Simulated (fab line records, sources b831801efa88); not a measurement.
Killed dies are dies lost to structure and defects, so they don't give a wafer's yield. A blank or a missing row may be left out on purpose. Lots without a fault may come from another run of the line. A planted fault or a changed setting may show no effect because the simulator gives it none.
Which tool did it? | flow gf180mcu | 13 lots, 39 wafers sampled, at 1 step of a route of 602

WHAT THE GAUGES READ, wafer by wafer
GF_SAB_CD_MEAS_09: target cd 420 nm. Usual: cd_nm 419.8 nm, standard deviation 2.6.
lot  | measured     | on        | cd_nm (nm)        | flag
L596 | day 15 04:24 | cd_sem-01 | 417.7 418.2 419.0 |
L598 | day 15 20:00 | cd_sem-01 | 422.4 422.3 424.0 |
L597 | day 16 01:06 | cd_sem-02 | 416.4 415.2 416.5 |
L599 | day 16 08:29 | cd_sem-01 | 418.7 419.4 419.6 |
L600 | day 16 18:26 | cd_sem-01 | 420.6 419.4 421.1 |
L601 | day 16 22:39 | cd_sem-02 | 419.8 419.8 420.0 |
L603 | day 17 18:41 | cd_sem-02 | 419.5 418.0 419.0 |
L604 | day 18 06:20 | cd_sem-02 | 419.9 418.0 420.0 |
L612 | day 21 04:00 | cd_sem-01 | 418.0 418.3 419.0 |
L613 | day 21 06:18 | cd_sem-01 | 415.5 416.8 415.9 |
L616 | day 22 12:27 | cd_sem-02 | 424.7 427.4 422.7 |
L617 | day 22 15:52 | cd_sem-01 | 420.9 421.0 421.2 |
L618 | day 22 23:30 | cd_sem-01 | 416.1 417.8 414.1 |

WHICH TOOL RAN EACH LOT (tool, then ch and the chambers of the sampled wafers, then the start)
The record holds no process step before these readings.

WHAT THE TOOLS THEMSELVES READ (means of the sampled wafers that have a number; where no wafer has one, the mark that the record gives instead)
The record holds no such reading with a usual standard deviation.

THE ANSWER, worked out from the rows above alone
Rule: a lot is off if the mean of its wafers that have a number lies more than 3 standard deviations from the usual mean. A lot without any number at a reading at which 4 lots or more have one is off too. The other lots that the step has rows for count as sound. The gauges are gone through in route order, then the tools' own readings, and for those a lot's mean is taken as printed above. The first step at which some lot is off is used, and at that step the reading that is off furthest; a lot without a number counts as furthest.
No lot is off at any reading shown: from this, nothing can be told.

WHAT THE SIMULATOR HAD PUT IN
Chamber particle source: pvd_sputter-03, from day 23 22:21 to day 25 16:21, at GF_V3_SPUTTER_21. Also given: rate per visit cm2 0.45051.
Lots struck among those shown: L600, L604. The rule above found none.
